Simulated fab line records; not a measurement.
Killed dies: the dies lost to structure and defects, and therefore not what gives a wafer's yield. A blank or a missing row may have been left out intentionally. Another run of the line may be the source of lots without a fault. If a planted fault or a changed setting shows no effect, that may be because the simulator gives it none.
Commonality check across tools | flow gf180mcu | Sampled: 13 lots, 39 wafers

## WHY IT WAS OPENED
GF_VT_IMPLANT_RS_MEAS_49, reading MVPSD_RS: flagged on 1 of 13 lots. Fault-free wafers read 1168 ohm/sq, with a standard deviation of 3.3.
Rule: a lot is flagged in two cases, either no wafer of it has a number, or all its wafers with numbers fall more than 4 standard deviations from that mean. The other lots count as sound.

lot  | measured     | on            | MVPSD_RS (ohm/sq), wafer by wafer | flag
L228 | day 8 01:53  | film_metro-03 | 1170 1168 1167                    |
L229 | day 8 11:08  | film_metro-01 | 1172 1171 1171                    |
L230 | day 8 14:00  | film_metro-01 | 1168 1170 1168                    |
L231 | day 8 23:46  | film_metro-03 | 1165 1164 1163                    |
L232 | day 9 07:24  | film_metro-03 | 1170 1170 1173                    |
L233 | day 9 10:38  | film_metro-04 | 1165 1164 1163                    |
L234 | day 9 20:11  | film_metro-04 | 1167 1164 1166                    |
L236 | day 10 05:09 | film_metro-03 | 1142 1143 1141                    | FLAGGED
L242 | day 12 05:08 | film_metro-04 | 1169 1167 1169                    |
L246 | day 13 07:10 | film_metro-03 | 1174 1176 1170                    |
L247 | day 13 09:37 | film_metro-04 | 1168 1167 1171                    |
L248 | day 13 16:19 | film_metro-04 | 1163 1167 1161                    |
L249 | day 14 01:05 | film_metro-04 | 1169 1169 1168                    |
The numbers of the flagged lots are 1142 ohm/sq on average: -26 ohm/sq against the usual, or -8 standard deviations.

## LOT BY LOT: THE TOOL USED
The record keeps 1 process step preceding the reading, out of 602 steps on the route. Every cell lists first the tool, next ch and the chambers used by the sampled wafers, and last the start.
lot  | flag    | GF_MVPSD_IMPLANT_08
L228 |         | implanter-01 ch 0, day 5 11:44
L229 |         | implanter-01 ch 0, day 5 19:41
L230 |         | implanter-02 ch 0, day 5 21:50
L231 |         | implanter-01 ch 0, day 6 06:40
L232 |         | implanter-02 ch 0, day 6 12:37
L233 |         | implanter-01 ch 0, day 6 15:23
L234 |         | implanter-01 ch 0, day 6 23:41
L236 | FLAGGED | implanter-01 ch 0, day 7 08:41
L242 |         | implanter-02 ch 0, day 9 04:05
L246 |         | implanter-02 ch 0, day 10 02:46
L247 |         | implanter-02 ch 0, day 10 04:58
L248 |         | implanter-02 ch 0, day 10 10:34
L249 |         | implanter-02 ch 0, day 10 18:23
What is done by these steps:
- GF_MVPSD_IMPLANT_08
- GF_VT_IMPLANT_RS_MEAS_49: measures by four-point-probe.

## FLAGGED AGAINST TOTAL, ONE TOOL AT A TIME (gauges that did the reading follow at the end)
step                     | tool          | lots run | flagged | share of the flagged lots | sound lots run after its first flagged lot
GF_MVPSD_IMPLANT_08      | implanter-01  | 6        | 1       | all                       | 0
GF_MVPSD_IMPLANT_08      | implanter-02  | 7        | 0       | none                      | -
GF_VT_IMPLANT_RS_MEAS_49 | film_metro-01 | 2        | 0       | none                      | -
GF_VT_IMPLANT_RS_MEAS_49 | film_metro-03 | 5        | 1       | all                       | 1 (L246)
GF_VT_IMPLANT_RS_MEAS_49 | film_metro-04 | 6        | 0       | none                      | -

## WHAT THE TABLE PERMITS
Rows of the table that ran all the flagged lots, 2 in number: implanter-01 at GF_MVPSD_IMPLANT_08; film_metro-03 at GF_VT_IMPLANT_RS_MEAS_49.
- implanter-01 at GF_MVPSD_IMPLANT_08: 1 of its 6 lots flagged. A fault beginning between L234 (day 6 23:41), its last sound lot, and L236 (day 7 08:41), its first flagged one, fits the data. Its own readings lie more than 4 standard deviations out on every wafer of the flagged lots: dose_ions_cm2.
- film_metro-03 at GF_VT_IMPLANT_RS_MEAS_49: 1 of its 5 lots flagged. After the first flagged lot (L246), sound lots still ran on it; a lasting fault on the whole tool would not permit that.
Just one tool remains: implanter-01 at GF_MVPSD_IMPLANT_08.

## WHAT THE SIMULATOR HAD PUT IN
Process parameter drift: implanter-01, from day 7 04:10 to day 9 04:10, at GF_MVPSD_IMPLANT_08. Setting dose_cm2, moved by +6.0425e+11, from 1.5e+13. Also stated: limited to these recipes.
Shown lots that were struck: L236. The same result came from the rule above.
